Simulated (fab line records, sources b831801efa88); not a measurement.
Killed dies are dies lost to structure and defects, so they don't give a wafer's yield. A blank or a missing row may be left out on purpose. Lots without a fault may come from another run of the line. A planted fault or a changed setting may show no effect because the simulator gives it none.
Which tool did it? | flow sfq_line | 13 lots, 39 wafers sampled, at 4 steps of a route of 325

WHAT THE GAUGES READ, wafer by wafer
SFQ_I0_OVL_MEAS_908. Usual: I0_OVL 2 nm, standard deviation 5.7.
lot  | measured     | on         | I0_OVL (nm) | flag
L653 | day 18 01:47 | overlay-02 | -3 1 1      |
L654 | day 18 06:35 | overlay-01 | 9 11 11     |
L659 | day 20 05:59 | overlay-01 | 6 0 4       |
L663 | day 21 14:31 | overlay-02 | 0 12 0      |
L664 | day 22 01:19 | overlay-02 | 5 6 8       |
L665 | day 22 02:38 | overlay-02 | 1 8 7       |
L667 | day 22 11:17 | overlay-02 | 1 4 4       |
L668 | day 23 07:49 | overlay-02 | -3 3 -3     |
L670 | day 24 09:01 | overlay-01 | -6 -7 -9    |
L671 | day 24 11:25 | overlay-01 | 1 1 2       |
L672 | day 24 15:01 | overlay-01 | -2 3 -3     |
L673 | day 24 17:25 | overlay-01 | 4 0 3       |
L674 | day 24 21:01 | overlay-02 | 3 0 -5      |

SFQ_M3_RS_MEAS_919: measures by four-point-probe. Usual: M3_NB_RS 0.891 ohm/sq, standard deviation 0.011.
lot  | measured     | on            | M3_NB_RS (ohm/sq) | flag
L653 | day 44 02:38 | film_metro-03 | 0.888 0.893 0.888 |
L654 | day 44 03:50 | film_metro-03 | 0.890 0.908 0.893 |
L659 | day 45 06:22 | film_metro-01 | 0.878 0.860 0.882 |
L663 | day 46 00:22 | film_metro-03 | 0.894 0.878 0.899 |
L664 | day 46 02:10 | film_metro-02 | 0.890 0.890 0.892 |
L665 | day 46 03:57 | film_metro-03 | 0.899 0.900 0.894 |
L667 | day 46 09:57 | film_metro-01 | 0.896 0.894 0.902 |
L668 | day 46 15:21 | film_metro-01 | 0.907 0.892 0.889 |
L670 | day 47 09:02 | film_metro-02 | 0.902 0.894 0.881 |
L671 | day 47 13:44 | film_metro-03 | 0.894 0.895 0.890 |
L672 | day 47 19:45 | film_metro-02 | 0.899 0.903 0.897 |
L673 | day 48 04:08 | film_metro-03 | 0.901 0.891 0.875 |
L674 | day 48 07:44 | film_metro-01 | 0.898 0.888 0.897 |

WHICH TOOL RAN EACH LOT (tool, then ch and the chambers of the sampled wafers, then the start)
lot  | SFQ_TRILAYER_I2_VIA_ETCH_VIA_ETCH_070 | SFQ_TRILAYER_I2_VIA_STRIP_STRIP_071
L653 | rie_diel-01 ch 0,3, day 44 01:37      | rie_metal-03 ch 0,1, day 44 01:44
L654 | rie_diel-03 ch 0,1,2, day 44 02:49    | rie_metal-04 ch 0,1, day 44 02:56
L659 | rie_diel-03 ch 0,1,3, day 45 05:21    | rie_metal-03 ch 0,1, day 45 05:28
L663 | rie_diel-01 ch 0,3, day 45 23:21      | rie_metal-01 ch 0,1, day 45 23:28
L664 | rie_diel-04 ch 1,2, day 46 00:33      | rie_metal-04 ch 1, day 46 00:40
L665 | rie_diel-03 ch 0,1,2, day 46 02:57    | rie_metal-01 ch 0,1, day 46 03:04
L667 | rie_diel-04 ch 1,2,3, day 46 08:57    | rie_metal-01 ch 0,1, day 46 09:04
L668 | rie_diel-03 ch 0,1,2, day 46 13:45    | rie_metal-04 ch 0, day 46 13:52
L670 | rie_diel-04 ch 2,3, day 47 08:01      | rie_metal-04 ch 0,1, day 47 08:08
L671 | rie_diel-04 ch 1,3, day 47 12:44      | rie_metal-03 ch 0,1, day 47 12:50
L672 | rie_diel-04 ch 2,3, day 47 18:44      | rie_metal-01 ch 0,1, day 47 18:50
L673 | rie_diel-04 ch 0,2,3, day 48 03:08    | rie_metal-01 ch 0,1, day 48 03:14
L674 | rie_diel-04 ch 0,2, day 48 06:44      | rie_metal-04 ch 0,1, day 48 06:50
- SFQ_TRILAYER_I2_VIA_ETCH_VIA_ETCH_070: etches SiO2 in CHF3, stops on Nb, target depth 260 nm.
- SFQ_TRILAYER_I2_VIA_STRIP_STRIP_071: strips in O2.

WHAT THE TOOLS THEMSELVES READ (means of the sampled wafers that have a number; where no wafer has one, the mark that the record gives instead)
SFQ_TRILAYER_I2_VIA_ETCH_VIA_ETCH_070. Usual: drypump_motor_current_A 5.9 A, standard deviation 0.44; oes_product_au 0.853 a.u., standard deviation 0.0054; rf_fwd_power_W 497.9 W, standard deviation 1.7.
lot  | tool        | drypump_motor_current_A (A) | oes_product_au (a.u.) | rf_fwd_power_W (W) | flag
L653 | rie_diel-01 | 5.6                         | 0.849                 | 495.7              |
L654 | rie_diel-03 | 6.1                         | 0.857                 | 497.4              |
L659 | rie_diel-03 | 6.1                         | 0.857                 | 499.2              |
L663 | rie_diel-01 | 5.6                         | 0.855                 | 550.1              | OFF
L664 | rie_diel-04 | 6.3                         | 0.854                 | 497.6              |
L665 | rie_diel-03 | 6.1                         | 0.847                 | 498.4              |
L667 | rie_diel-04 | 6.0                         | 0.859                 | 497.4              |
L668 | rie_diel-03 | 6.1                         | 0.850                 | 497.4              |
L670 | rie_diel-04 | 5.8                         | 0.851                 | 496.4              |
L671 | rie_diel-04 | 6.4                         | 0.852                 | 498.9              |
L672 | rie_diel-04 | 5.8                         | 0.860                 | 498.9              |
L673 | rie_diel-04 | 5.5                         | 0.856                 | 498.6              |
L674 | rie_diel-04 | 5.4                         | 0.859                 | 498.8              |

SFQ_TRILAYER_I2_VIA_STRIP_STRIP_071. Usual: drypump_motor_current_A 6.03 A, standard deviation 0.14; he_backside_leak_sccm 3.57 sccm, standard deviation 0.24; oes_product_au 1.002 a.u., standard deviation 0.01.
lot  | tool         | drypump_motor_current_A (A) | he_backside_leak_sccm (sccm) | oes_product_au (a.u.) | flag
L653 | rie_metal-03 | 6.27                        | 3.66                         | 1.015                 |
L654 | rie_metal-04 | 5.85                        | 3.59                         | 1.003                 |
L659 | rie_metal-03 | 6.11                        | 3.68                         | 0.998                 |
L663 | rie_metal-01 | 6.08                        | 3.64                         | 0.996                 |
L664 | rie_metal-04 | 6.00                        | 3.71                         | 0.995                 |
L665 | rie_metal-01 | 6.02                        | 3.46                         | 0.998                 |
L667 | rie_metal-01 | 6.02                        | 3.56                         | 1.006                 |
L668 | rie_metal-04 | 5.80                        | 3.39                         | 1.009                 |
L670 | rie_metal-04 | 5.84                        | 3.32                         | 1.009                 |
L671 | rie_metal-03 | 6.24                        | 3.68                         | 1.012                 |
L672 | rie_metal-01 | 6.06                        | 3.58                         | 1.000                 |
L673 | rie_metal-01 | 6.04                        | 3.60                         | 0.999                 |
L674 | rie_metal-04 | 5.87                        | 3.46                         | 1.020                 |

THE ANSWER, worked out from the rows above alone
Rule: a lot is off if the mean of its wafers that have a number lies more than 3 standard deviations from the usual mean. A lot without any number at a reading at which 4 lots or more have one is off too. The other lots that the step has rows for count as sound. The gauges are gone through in route order, then the tools' own readings, and for those a lot's mean is taken as printed above. The first step at which some lot is off is used, and at that step the reading that is off furthest; a lot without a number counts as furthest.
Off: L663, at SFQ_TRILAYER_I2_VIA_ETCH_VIA_ETCH_070 (rf_fwd_power_W).
A tool fits if, at that step or a process step before it, it ran every lot that is off, and no sound lot after the first of them. One fits: rie_diel-01 at SFQ_TRILAYER_I2_VIA_ETCH_VIA_ETCH_070. Its last sound lot is L653 (day 44 01:37), its first lot that is off L663 (day 45 23:21): a fault that began between those two fits.
The tool's own readings at SFQ_TRILAYER_I2_VIA_ETCH_VIA_ETCH_070 bear it out: on the lots that are off they differ by more than 5 times the standard deviation of the sound lots' means. rf_fwd_power_W reads 550.1 W there against 497.9 W on the sound lots.

WHAT THE SIMULATOR HAD PUT IN
Process parameter drift: rie_diel-01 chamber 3, from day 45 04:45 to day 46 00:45, at SFQ_TRILAYER_I2_VIA_ETCH_VIA_ETCH_070. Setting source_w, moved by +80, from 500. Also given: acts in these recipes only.
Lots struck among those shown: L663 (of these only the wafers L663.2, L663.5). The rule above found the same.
